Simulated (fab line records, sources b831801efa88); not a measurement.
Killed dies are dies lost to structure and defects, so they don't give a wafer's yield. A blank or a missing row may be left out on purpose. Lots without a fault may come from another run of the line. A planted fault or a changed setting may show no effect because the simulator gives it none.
A struck lot beside a sound one | flow sky130 | 14 steps out of a route of 708
Sound: wafers L345.2, L345.4, L345.6. Struck: wafers L367.2, L367.4, L367.5. The cause comes at the end.
At each step with rows: each side's tool, then ch and its chambers, then its first start. Under that, the readings that differ: sound wafers | struck wafers | difference of the means | sigmas: that difference in standard deviations of wafers without a fault.
alike: readings whose means differ by less than 2 such deviations, and words and numbers that are the same on both sides. not compared: withheld readings, readings that some wafer has no value for, bounds like >300 that may hide the same value, and numbers for which the record gives no deviation and whose values overlap.
The two part at a step that has a row with sigmas, a row that says differs or no value, or rows on one side only. Numbers that don't overlap but have no deviation are shown without sigmas and don't part them. A reading that every wafer of one side lacks parts them only if that side has two wafers or more.

SKY_METAL5_SPUTTER_01: material TiN, target thk 20 nm, time 16.7 s.
  sound on pvd_sputter-04, day 42 02:23; struck on pvd_sputter-04, day 48 19:38
  alike: throttle_valve_pct
SKY_METAL5_SPUTTER_02: material AlCu, target thk 1150 nm, time 61.2 s.
  sound on pvd_sputter-04, day 42 02:25; struck on pvd_sputter-04, day 48 19:40
  alike: throttle_valve_pct
SKY_METAL5_SPUTTER_03: material Ti, target thk 5 nm, time 3.3 s.
  sound on pvd_sputter-04, day 42 02:28; struck on pvd_sputter-04, day 48 19:43
  alike: throttle_valve_pct
SKY_METAL5_SPUTTER_04: material TiN, target thk 70 nm, time 58.3 s.
  sound on pvd_sputter-04, day 42 02:29; struck on pvd_sputter-04, day 48 19:44
  alike: throttle_valve_pct
SKY_METAL5_RS_MEAS_05: measures by four-point-probe.
  sound on film_metro-03, day 42 02:33; struck on film_metro-02, day 48 19:48
  alike: METAL5_ALCU_RS
SKY_METAL5_THK_MEAS_06: measures by xrf.
  sound on film_metro-03, day 42 02:40; struck on film_metro-02, day 48 19:55
  alike: METAL5_ALCU_THK
then, 6 steps without rows for these wafers: SKY_METAL5_DEHYDRATE_07 (time 60 s); SKY_METAL5_HMDS_08 (prime time 60 s); SKY_METAL5_COAT_09 (resist thk 1800 nm); SKY_METAL5_SOFTBAKE_10 (time 60 s); SKY_METAL5_EXPOSE_11 (exposes mask MM5, target cd 1600 nm); SKY_METAL5_PEB_12.
SKY_METAL5_DEVELOP_13: develop time 60 s.
  sound on litho_track-02 ch 0, day 43 01:05; struck on litho_track-01, day 49 12:47
  no value came back on the struck wafers for chill_plate_temp_C (C), develop_time_s (s); on the sound wafers chill_plate_temp_C (C) reads 23.15 23.06 23.23
SKY_METAL5_DESCUM_14: chemistry O2, time 11 s.
  sound on rie_metal-01 ch 0, day 43 01:13; struck on rie_metal-02 ch 0, day 49 12:55
  reading                     | sound       | struck      | difference | sigmas
  drypump_motor_current_A (A) | 5.9 5.9 5.9 | 4.9 4.9 4.9 | -1.0       | -3
  alike: oes_product_au, temp_c
  not compared: rf_hours_counter_h

WHERE THEY PART
First at SKY_METAL5_DEVELOP_13; last, within this record, at SKY_METAL5_DESCUM_14.

WHY: what the simulator had put in
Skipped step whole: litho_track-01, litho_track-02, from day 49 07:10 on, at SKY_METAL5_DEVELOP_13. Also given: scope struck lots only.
